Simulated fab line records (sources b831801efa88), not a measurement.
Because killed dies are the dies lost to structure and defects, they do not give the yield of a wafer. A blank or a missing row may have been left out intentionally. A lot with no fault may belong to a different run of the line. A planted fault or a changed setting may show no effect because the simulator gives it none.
The tool behind it: which one? -- flow sky130 -- 42 wafers from 14 lots sampled at 3 of the route's 708 steps

== WHAT THE GAUGES SHOWED, per wafer ==
SKY_METAL4_OVL_MEAS_14. Usual: for METAL4_OVL the level is -2 nm and the standard deviation is 5.2.
lot,measured,on,METAL4_OVL (nm),flag
L895,day 41 16:04,overlay-02,0 5 -8,
L896,day 42 02:31,overlay-01,2 -1 -3,
L897,day 42 09:06,overlay-02,3 -8 -4,
L898,day 42 09:58,overlay-02,-13 -12 -4,
L899,day 43 03:30,overlay-01,3 -3 -1,
L904,day 44 08:20,overlay-02,-9 -3 -8,
L906,day 44 20:55,overlay-01,6 0 -5,
L907,day 45 00:43,overlay-01,-5 1 -4,
L912,day 46 10:33,overlay-02,-4 -6 1,
L914,day 46 22:40,overlay-01,-7 0 5,
L915,day 47 03:58,overlay-02,7 -2 -6,
L916,day 47 08:47,overlay-01,1 6 -13,
L917,day 47 14:45,overlay-01,1 1 -1,
L918,day 48 04:25,overlay-01,-2 -4 -2,

SKY_VIA4_BOW_MEAS_03. Usual: for VIA4_BOW the level is 79 um and the standard deviation is 8.4.
lot,measured,on,VIA4_BOW (um),flag
L895,day 41 17:47,film_metro-03,88 80 88,
L896,day 42 04:17,film_metro-04,72 81 79,
L897,day 42 10:54,film_metro-03,79 82 81,
L898,day 42 11:47,film_metro-03,78 89 80,
L899,day 43 05:07,film_metro-04,76 78 79,
L904,day 44 09:58,film_metro-01,81 84 88,
L906,day 44 22:25,film_metro-04,84 69 80,
L907,day 45 02:15,film_metro-01,76 79 72,
L912,day 46 12:14,film_metro-03,68 72 59,
L914,day 47 00:11,film_metro-03,88 81 82,
L915,day 47 05:30,film_metro-03,83 74 75,
L916,day 47 10:20,film_metro-03,68 75 79,
L917,day 47 16:14,film_metro-04,81 71 67,
L918,day 48 05:58,film_metro-01,89 89 79,

SKY_VIA4_OVL_MEAS_11. Usual: for VIA4_OVL the level is 0.2 nm and the standard deviation is 1.2.
lot,measured,on,VIA4_OVL (nm),flag
L895,day 42 16:57,overlay-02,-0.7 -2.1 -0.4,
L896,day 43 02:59,overlay-02,0.7 1.0 1.5,
L897,day 43 09:41,overlay-02,-0.7 -0.5 -1.7,
L898,day 43 10:17,overlay-01,0.0 -0.6 -1.8,
L899,day 44 03:26,overlay-01,1.7 0.5 1.2,
L904,day 45 06:47,overlay-02,-1.5 -1.1 -1.0,
L906,day 45 19:20,overlay-02,1.7 -0.3 0.0,
L907,day 45 22:54,overlay-02,0.7 -0.7 1.4,
L912,day 47 08:18,overlay-02,1.1 -1.4 0.0,
L914,day 47 19:21,overlay-01,-2.1 -1.2 -1.4,
L915,day 48 00:38,overlay-01,-0.8 0.1 0.4,
L916,day 48 05:57,overlay-02,1.5 1.5 2.0,
L917,day 48 11:30,overlay-01,0.7 0.8 1.3,
L918,day 48 23:42,overlay-01,1.5 1.3 0.1,

== WHICH TOOL RAN EACH LOT (tool, then ch and the chambers of the sampled wafers, then the start) ==
There is no process step in the record ahead of these readings.

== AS READ BY THE TOOLS THEMSELVES (means over the sampled wafers that have a number; for cases with no such wafer, the mark the record gives instead) ==
The record holds no such reading with a usual standard deviation.

== THE ANSWER, worked out from the rows above alone ==
Rule: a lot is off if the mean of its wafers that have a number lies more than 3 standard deviations from the usual mean. A lot without any number at a reading at which 4 lots or more have one is off too. The other lots that the step has rows for count as sound. After the gauges, taken in route order, come the tools' own readings; for these a lot's mean is taken, as printed above. At the first step where some lot is off, the reading lying furthest off is the one used; lots without a number count as furthest.
None of the lots is off at any reading shown; this tells nothing.

== WHAT HAD BEEN PUT IN BY THE SIMULATOR ==
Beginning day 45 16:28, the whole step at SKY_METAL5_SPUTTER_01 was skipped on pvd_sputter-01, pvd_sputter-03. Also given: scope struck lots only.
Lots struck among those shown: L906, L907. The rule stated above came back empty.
